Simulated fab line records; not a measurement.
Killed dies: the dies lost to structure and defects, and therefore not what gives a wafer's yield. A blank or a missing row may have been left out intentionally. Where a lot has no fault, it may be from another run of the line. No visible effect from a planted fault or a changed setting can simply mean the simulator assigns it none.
Matching of chambers :: flow gf180mcu :: 4 sister chambers for GF_V1_CMP_04 on cmp-01
The step polishes SiO2. 8 wafers are shown with their chamber, then 9 later ones without.

EACH WAFER AND ITS CHAMBER
wafer: L576.4
chamber: 0
motorCurrentA (A): 12.2
timeToEndpointS (s): 81

wafer: L579.4
chamber: 0
motorCurrentA (A): 11.7
timeToEndpointS (s): 81

wafer: L579.5
chamber: 1
motorCurrentA (A): 12.2
timeToEndpointS (s): 92

wafer: L581.2
chamber: 2
motorCurrentA (A): 11.5
timeToEndpointS (s): 74

wafer: L581.4
chamber: 1
motorCurrentA (A): 11.6
timeToEndpointS (s): 95

wafer: L582.1
chamber: 3
motorCurrentA (A): 15.9
timeToEndpointS (s): 87

wafer: L582.3
chamber: 2
motorCurrentA (A): 11.6
timeToEndpointS (s): 76

wafer: L582.6
chamber: 3
motorCurrentA (A): 16.1
timeToEndpointS (s): 89

WAFERS WHOSE CHAMBER IS MISSING
wafer: L584.2
motorCurrentA (A): 12.4
timeToEndpointS (s): 85

wafer: L584.5
motorCurrentA (A): 11.6
timeToEndpointS (s): 82

wafer: L584.6
motorCurrentA (A): 15.7
timeToEndpointS (s): 85

wafer: L590.2
motorCurrentA (A): 11.7
timeToEndpointS (s): 83

wafer: L590.5
motorCurrentA (A): 11.8
timeToEndpointS (s): 92

wafer: L590.6
motorCurrentA (A): 12.3
timeToEndpointS (s): 89

wafer: L597.1
motorCurrentA (A): 12.1
timeToEndpointS (s): 80

wafer: L597.4
motorCurrentA (A): 15.5
timeToEndpointS (s): 88

wafer: L597.6
motorCurrentA (A): 16.9
timeToEndpointS (s): 87

WHICH CHAMBER EACH ONE RAN IN
wafer: L584.2
from the rows above: 0
in truth: 0

wafer: L584.5
from the rows above: 0
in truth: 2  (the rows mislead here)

wafer: L584.6
from the rows above: 3
in truth: 3

wafer: L590.2
from the rows above: 0
in truth: 0

wafer: L590.5
from the rows above: 1
in truth: 1

wafer: L590.6
from the rows above: 1
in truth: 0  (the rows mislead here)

wafer: L597.1
from the rows above: 0
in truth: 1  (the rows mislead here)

wafer: L597.4
from the rows above: 3
in truth: 3

wafer: L597.6
from the rows above: 3
in truth: 3
6 of 9 placed correctly. Left unplaced by these rows: 0. Wrongly placed: 3.
How it was worked out, from the rows above alone: a wafer's distance from a chamber is the root of the sum, over the readings, of the square of ((its reading less the chamber's mean) divided by the reading's scatter). If the next closest chamber is less than 2 further off than the closest, the wafer can't be placed; otherwise it belongs to the closest. For every chamber, the mean is computed from those of its wafers that are shown. How the scatter is found: for the shown wafers, subtract from each reading the mean of its chamber, square and add these, divide the total by (wafers less chambers), then take the root.
